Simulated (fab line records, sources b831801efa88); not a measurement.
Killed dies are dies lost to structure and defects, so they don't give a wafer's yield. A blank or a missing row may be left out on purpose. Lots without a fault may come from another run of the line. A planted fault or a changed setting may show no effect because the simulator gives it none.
fab line records | flow sky130
record lots=5 wafers=15 last_day=50
route steps=708 shown CONTACT@424 METAL1@434 PAD_OPEN@708
lots that met no fault: from a run of the same line without faults
start_h: hours from the record's first day to the start of the lot's first wafer shown | wait_h: hours since the lot's step before | " the same as in the row above | L1.1+2: a row that stands for several wafers | - no value, or no start given | * or withheld: withheld | < > ~ a bound
route shown NAME@n: a module of which the file shows steps, and the number in the route of the first | usual: mean/standard deviation of fault-free wafers | same: alike in all rows | chamber/n: place in a boat | sites: the reading at each site | _std_site: their standard deviation | _edge_site: outer sites' mean less inner sites' | radius_mm: how far each site lies from the wafer's centre | mask NAME#n: copy n | behind: the tool/chamber that last shaped the wafer | hold: why the lot was held/for how many hours/how that ended | device: the transistor (n, p or np) that didn't switch | end of line: the same wafers' tests at the end of the route | a step without rows: its recipe alone | killed: dies lost to structure and defects at the first sort, not the wafer's yield | map: a wafer's dies, x killed, . not, _ none there
set.NAME: the setting as run; set.NAME@STEP: as run at that earlier step | model.NAME: the simulator's own value behind a step, which no gauge read
lots at some steps of the route; a table a step, a row a wafer
services: from which hour (start_h, from the record's first day; less than 0 if before it) a tool's chamber was out of use, for how many hours, and why
## steps
# step SKY_CONTACT_ETCH_18
# recipe target=Si3N4 chemistry=CHF3/O2 stop_on=TiN source_w=600 bias_w=200 pressure_mtorr=40 chf3_flow_sccm=50 O2_flow_sccm=5 time_s=39 target_depth_a=750
# step SKY_CONTACT_STRIP_19
# recipe chemistry=O2/N2 power_w=1400 pressure_mtorr=1500 platen_temp_c=withheld o2_flow_sccm=3000 n2_flow_sccm=300 overash_fraction=0.5
# step SKY_CONTACT_STRIP_20
# recipe chemistry=post_etch_residue_remover time_s=1200 temp_c=72.5
# step SKY_CONTACT_CLEAN_21
# recipe chemistry=IPA time_s=180 temp_c=25
# step SKY_CONTACT_CLEAN_22
# recipe chemistry=O3/DIW dry=n2_spin
# step SKY_CONTACT_SPUTTER_23
# recipe material=TiN target_thk_nm=20 chamber_pressure_pa=5 power_w=4000 time_s=80
# step SKY_CONTACT_CVD_24
# recipe material=W target_thk_nm=340 time_s=102.12 temp_c=400 pressure_torr=40
# step SKY_CONTACT_CMP_27
# recipe stop_on=SiO2 t_overpolish_s=15 down_force_psi=3.5 platen_rpm=60 target_thk_nm=0 pad_velocity_m_s=0.94248
# step SKY_METAL1_SPUTTER_00
# recipe material=Ti target_thk_nm=15 power_w=3000 time_s=10 chamber_pressure_pa=0.4
# step SKY_METAL1_SPUTTER_01
# recipe material=TiN target_thk_nm=20 power_w=6500 time_s=16.7 chamber_pressure_pa=0.387
# step SKY_METAL1_SPUTTER_02
# recipe material=AlCu target_thk_nm=250 power_w=10600 time_s=13.3 chamber_pressure_pa=0.4
# usual cathode_dc_power_W=10600/1.9 throttle_valve_pct=30.4/1.3
# columns lot.wafer tool chamber start_h wait_h cathode_dc_power_W throttle_valve_pct model.AlCu_of_METAL1_SPUTTER_02.thk_nm
L298.2 pvd_sputter-03 - 773.00 0.0 11036 32.4 250.4
L298.3 " - " " 11036 30.2 255.4
L298.5 " - " " 11036 30.0 259.3
L299.2 pvd_sputter-03 - 782.12 0.0 11036 32.4 255.2
L299.4 " - " " 11036 29.5 264.1
L299.6 " - " " 11038 30.6 260.7
L302.1 pvd_sputter-03 - 810.30 0.0 11034 31.9 251.6
L302.3 " - " " 11035 29.4 256.2
L302.4 " - " " 11034 30.4 257.4
L316.1 pvd_sputter-03 - 894.06 0.0 10599 30.3 254
L316.2 " - " " 10600 29.5 252
L316.5 " - " " 10602 30.2 248.8
L317.1 pvd_sputter-01 - 911.44 0.0 10600 31.6 251.1
L317.3 " - " " 10600 30.3 247.8
L317.6 " - " " 10600 30.1 246.7
# step SKY_METAL1_SPUTTER_03
# recipe material=Ti target_thk_nm=5 power_w=3000 time_s=3.3 chamber_pressure_pa=0.4
# step SKY_METAL1_SPUTTER_04
# recipe material=TiN target_thk_nm=70 power_w=6500 time_s=58.3 chamber_pressure_pa=0.4
# step SKY_METAL1_DEHYDRATE_07
# recipe temp_c=200 time_s=60
# step SKY_METAL1_HMDS_08
# recipe prime_time_s=60 prime_temp_c=120
# step SKY_METAL1_COAT_09
# recipe resist=BARC temp_c=withheld time_s=withheld spin_rpm=3000 resist_thk_nm=60
# step SKY_METAL1_COAT_10
# recipe resist=KrF-thick spin_rpm=3000 resist_thk_nm=450
# step SKY_METAL1_SOFTBAKE_11
# recipe temp_c=100 time_s=90 resist=KrF-thick
# step SKY_METAL1_EXPOSE_12
# recipe mask_id=MM1 na=0.8 source_shape=annular sigma_inner=0.55 sigma_outer=0.85 target_cd_nm=140 dose_mj=28
# step SKY_METAL1_PEB_13
# recipe peb_temp_c=withheld peb_time_s=withheld resist=KrF-thick
# step SKY_METAL1_DEVELOP_14
# recipe develop_time_s=60 resist=KrF-thick dev_temp_c=21
# step SKY_METAL1_DESCUM_17
# recipe chemistry=O2 source_power_w=150 bias_power_w=0 pressure_mtorr=10 temp_c=40 time_s=8
# step SKY_METAL1_ETCH_18
# recipe chemistry=N2/H2 target=BARC ion_energy_ev=200 bias_w=100 pressure_mtorr=30 n2_flow_sccm=100 h2_flow_sccm=200 icp_w=500 stop_on=SiO2 time_s=45.9 target_depth_a=600
# step SKY_METAL1_METAL_ETCH_19
# recipe target_depth_a=3600 stop_on=SiO2 over_etch_frac=0.3 time_s=78 chemistry=Cl2/BCl3 resist_sidewall_deg=88 pressure_mtorr=10 icp_w=900 bias_w=48.5 Cl2_flow_sccm=60 bcl3_flow_sccm=30
# usual bcl3_flow_sccm=30.01/0.094 bias_w=48.45/0.15 drypump_motor_current_A=5.8/0.48 oes_product_au=0.854/0.0061 rf_fwd_power_W=894.7/2.8 throttle_valve_pct=22.265/0.0097
# columns lot.wafer tool chamber start_h wait_h bcl3_flow_sccm bias_w drypump_motor_current_A oes_product_au rf_fwd_power_W rf_hours_counter_h throttle_valve_pct model.etch.depth_nm model.METAL1.feature_depth_nm
L298.2 rie_metal-04 0 800.23 0.0 30.04 48.43 5.8 0.862 888.5 1 22.261 361.4 361.4
L298.3 " 0 " " 29.97 48.57 5.8 0.862 895.1 - 22.257 364.5 364.5
L298.5 " 1 " " 30.03 48.37 5.3 0.853 894.6 - 22.253 354.6 354.6
L299.2 rie_metal-03 0 808.23 0.0 30.02 48.30 5.2 0.846 890.5 8 22.265 352.9 352.9
L299.4 " 1 " " 30.14 48.45 6.1 0.861 893.0 - 22.253 361.2 361.2
L299.6 " 0 " " 30.03 48.34 5.2 0.846 894.5 - 22.260 356.3 356.3
L302.1 rie_metal-02 1 836.80 0.1 29.94 48.40 5.6 0.861 898.0 11 22.266 362.5 362.5
L302.3 " 1 " " 30.02 48.14 5.6 0.863 894.3 - 22.278 366.5 366.5
L302.4 " 0 " " 29.91 48.62 6.5 0.865 896.0 - 22.256 365.9 365.9
L316.1 rie_metal-03 0 919.78 0.0 30.00 48.85 5.2 0.850 892.9 11 22.273 362.6 362.6
L316.2 " 1 " " 29.98 48.34 6.2 0.867 894.0 17 22.253 363.1 363.1
L316.5 " 1 " " 30.02 48.61 6.1 0.851 894.6 - 22.262 356.8 356.8
L317.1 rie_metal-03 0 936.40 0.1 30.03 48.22 5.1 0.860 889.8 12 22.254 361.3 361.3
L317.3 " 1 " " 29.94 48.52 6.2 0.855 890.2 - 22.271 357.9 357.9
L317.6 " 0 " " 29.94 48.36 5.1 0.862 888.3 - 22.279 356.8 356.8
# step SKY_METAL1_STRIP_20
# recipe chemistry=O2/N2 power_w=1400 pressure_mtorr=1500 platen_temp_c=withheld o2_flow_sccm=3000 n2_flow_sccm=300 overash_fraction=0.5
# step SKY_PAD_OPEN_PROBE_99
# usual defect_limited_yield=82.7/1.8 killed_at_M0_to_M3=42/7.5 killed_at_M4_up=3.2/1.7 killed_at_contacts=24/5.1 killed_at_front_end=15/4.1 killed_at_other=0.3/0.58 killed_dies=85/8.9 killed_open=46/6.4 killed_short=39/6
# same gross_dies=492 killed_at_back_side=0
# columns lot.wafer tool chamber start_h wait_h defect_limited_yield[%] killed_at_M0_to_M3 killed_at_M4_up killed_at_contacts killed_at_front_end killed_at_other killed_dies killed_open killed_short model.etest.met1.line_ohm_um model.etest.met1.rs_ohm_sq
L298.2 prober-01 - 1103.54 0.1 82.9 41 3 25 14 1 84 42 42 0.9457 0.1276
L298.3 prober-01 - 1103.59 0.2 84.1 37 3 20 18 0 78 43 35 0.9213 0.1271
L298.5 prober-01 - 1103.69 0.2 86.4 33 1 22 11 0 67 32 35 0.8609 0.1229
L299.2 prober-02 - 1110.29 0.1 79.5 51 4 23 23 0 101 53 46 0.8839 0.1265
L299.4 prober-02 - 1110.39 0.2 82.5 41 4 19 22 0 86 41 44 0.8682 0.1216
L299.6 prober-02 - 1110.49 0.2 79.9 41 7 28 23 0 99 44 52 0.8697 0.1232
L302.1 prober-01 - 1130.76 0.1 80.7 43 8 26 18 0 95 52 42 0.8538 0.1262
L302.3 prober-01 - 1130.86 0.2 82.1 45 4 30 9 0 88 48 39 0.8874 0.126
L302.4 prober-01 - 1130.91 0.2 79.9 52 5 20 22 0 99 49 48 0.91 0.1248
L316.1 prober-01 - 1189.54 0.1 82.7 42 3 27 13 0 85 51 34 0.8823 0.1272
L316.2 prober-01 - 1189.59 0.1 81.7 49 1 31 9 0 90 47 43 0.8865 0.126
L316.5 prober-01 - 1189.74 0.2 85.6 48 2 10 11 0 71 36 35 0.9128 0.1291
L317.1 prober-02 - 1198.44 0.1 83.3 42 3 28 9 0 82 49 33 0.9182 0.128
L317.3 prober-02 - 1198.54 0.2 83.3 51 3 15 13 0 82 48 34 0.908 0.1284
L317.6 prober-02 - 1198.69 0.2 81.1 40 4 23 26 0 93 48 45 0.898 0.1294
# killed by level:class
L298.2 VIA1:geometric_particle:open=10 CONTACT:geometric_particle:open=7 VIA2:geometric_particle:open=7 LOCAL_INTERCONNECT:geometric_particle:short=6 VIA2:geometric_particle:short=6 FIELD_ISO:geometric_particle:short=5 VIA3:geometric_particle:open=5 LI_CONTACT:geometric_particle:short=4
L298.3 VIA1:geometric_particle:open=8 FIELD_ISO:geometric_particle:open=7 FIELD_ISO:geometric_particle:short=7 VIA2:geometric_particle:open=7 LI_CONTACT:geometric_particle:open=5 CONTACT:geometric_particle:open=5 METAL1:geometric_particle:short=5 LOCAL_INTERCONNECT:geometric_particle:short=4
L298.5 CONTACT:geometric_particle:open=8 CONTACT:geometric_particle:short=7 METAL1:geometric_particle:short=6 VIA1:geometric_particle:open=5 METAL2:geometric_particle:short=4 VIA3:geometric_particle:open=4 VIA3:geometric_particle:short=4 POLY_GATE:geometric_particle:short=3
L299.2 VIA1:geometric_particle:open=10 FIELD_ISO:geometric_particle:open=9 VIA3:geometric_particle:open=9 LI_CONTACT:geometric_particle:open=7 CONTACT:geometric_particle:open=7 FIELD_ISO:geometric_particle:short=6 METAL1:geometric_particle:short=6 VIA1:geometric_particle:short=5
L299.4 POLY_GATE:geometric_particle:short=7 METAL1:geometric_particle:short=7 CONTACT:geometric_particle:open=6 VIA1:geometric_particle:open=6 VIA3:geometric_particle:open=6 METAL2:geometric_particle:short=5 VIA2:geometric_particle:open=5 FIELD_ISO:geometric_particle:short=4
L299.6 CONTACT:geometric_particle:open=13 METAL2:geometric_particle:short=8 VIA3:geometric_particle:open=8 METAL1:geometric_particle:short=7 FIELD_ISO:geometric_particle:open=6 FIELD_ISO:geometric_particle:short=6 LOCAL_INTERCONNECT:geometric_particle:short=5 VIA1:geometric_particle:short=5
L302.1 CONTACT:geometric_particle:open=11 VIA1:geometric_particle:open=10 LI_CONTACT:geometric_particle:open=8 FIELD_ISO:geometric_particle:short=5 CONTACT:geometric_particle:short=5 VIA2:geometric_particle:open=5 VIA3:geometric_particle:short=5 POLY_GATE:geometric_particle:open=4
L302.3 CONTACT:geometric_particle:open=13 LOCAL_INTERCONNECT:geometric_particle:short=8 VIA1:geometric_particle:open=8 METAL3:geometric_particle:short=7 VIA2:geometric_particle:open=7 CONTACT:geometric_particle:short=5 METAL1:geometric_particle:short=5 VIA3:geometric_particle:open=5
L302.4 VIA1:geometric_particle:open=15 METAL2:geometric_particle:short=8 VIA3:geometric_particle:open=7 LI_CONTACT:geometric_particle:open=6 CONTACT:geometric_particle:short=5 VIA1:geometric_particle:short=5 FIELD_ISO:geometric_particle:short=4 POLY_GATE:geometric_particle:open=4
L316.1 VIA3:geometric_particle:open=11 CONTACT:geometric_particle:open=9 LOCAL_INTERCONNECT:geometric_particle:short=7 VIA1:geometric_particle:open=7 VIA2:geometric_particle:open=7 LI_CONTACT:geometric_particle:open=6 FIELD_ISO:geometric_particle:open=5 VIA3:geometric_particle:short=5
L316.2 VIA1:geometric_particle:open=14 CONTACT:geometric_particle:open=12 METAL1:geometric_particle:short=10 VIA3:geometric_particle:open=7 LI_CONTACT:geometric_particle:open=6 CONTACT:geometric_particle:short=5 VIA1:geometric_particle:short=5 POLY_GATE:geometric_particle:open=4
L316.5 VIA1:geometric_particle:open=13 METAL1:geometric_particle:short=8 VIA3:geometric_particle:open=8 METAL3:geometric_particle:short=6 CONTACT:geometric_particle:open=5 FIELD_ISO:geometric_particle:short=3 LOCAL_INTERCONNECT:geometric_particle:short=3 VIA1:geometric_particle:short=3
L317.1 VIA1:geometric_particle:open=12 CONTACT:geometric_particle:open=9 LI_CONTACT:geometric_particle:open=7 VIA3:geometric_particle:open=7 LOCAL_INTERCONNECT:geometric_particle:short=6 METAL2:geometric_particle:short=5 VIA2:geometric_particle:open=5 POLY_GATE:geometric_particle:open=3
L317.3 VIA1:geometric_particle:open=12 VIA2:geometric_particle:open=12 VIA3:geometric_particle:open=9 VIA1:geometric_particle:short=5 CONTACT:geometric_particle:open=4 CONTACT:geometric_particle:short=4 METAL2:geometric_particle:short=4 FIELD_ISO:geometric_particle:short=3
L317.6 CONTACT:geometric_particle:open=13 FIELD_ISO:geometric_particle:open=9 METAL2:geometric_particle:short=8 POLY_GATE:geometric_particle:open=6 VIA1:geometric_particle:open=6 VIA2:geometric_particle:short=6 VIA3:geometric_particle:open=6 POLY_GATE:geometric_particle:short=4
## services
# columns tool chamber start_h hours kind
rie_metal-02 1 758.14 44.0 repair
rie_metal-04 0 762.17 - clean
rie_metal-04 0 762.17 18.7 scheduled_down
rie_metal-04 0 762.17 18.7 vent_cycle
pvd_sputter-03 2 824.69 - consumable_replace:kit
pvd_sputter-03 2 824.69 18.0 scheduled_down
pvd_sputter-03 2 824.69 18.0 vent_cycle
rie_metal-02 1 838.82 17.5 repair
pvd_sputter-03 - 878.37 5.4 repair
pvd_sputter-01 0 879.78 - consumable_replace:kit
pvd_sputter-01 0 879.78 18.0 scheduled_down
pvd_sputter-01 0 879.78 18.0 vent_cycle
pvd_sputter-01 - 879.90 1.4 repair
## key
first_sign step=SKY_METAL1_SPUTTER_02 reading=cathode_dc_power_W direction=up sigmas=99+ usual=10600 struck=11036
effect none on later readings
model_effect step=SKY_METAL1_SPUTTER_02 value=AlCu_of_METAL1_SPUTTER_02.thk_nm without=246.4 struck=256.7
model_effect step=SKY_METAL1_METAL_ETCH_19 value=etch.depth_nm without=357 struck=360.6
model_effect step=SKY_PAD_OPEN_PROBE_99 value=etest.met1.line_ohm_um without=0.9274 struck=0.889
met_at SKY_METAL1_SPUTTER_02
struck_wafers L298.2,L298.3,L298.5,L299.2,L299.4,L299.6,L302.1,L302.3,L302.4
fault kind=process_parameter_drift tool=pvd_sputter-03 chamber=- onset_h=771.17 steps=SKY_METAL1_SPUTTER_02 channel=power_w offset=* shape=step end_h=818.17 acts_in=* stated=*
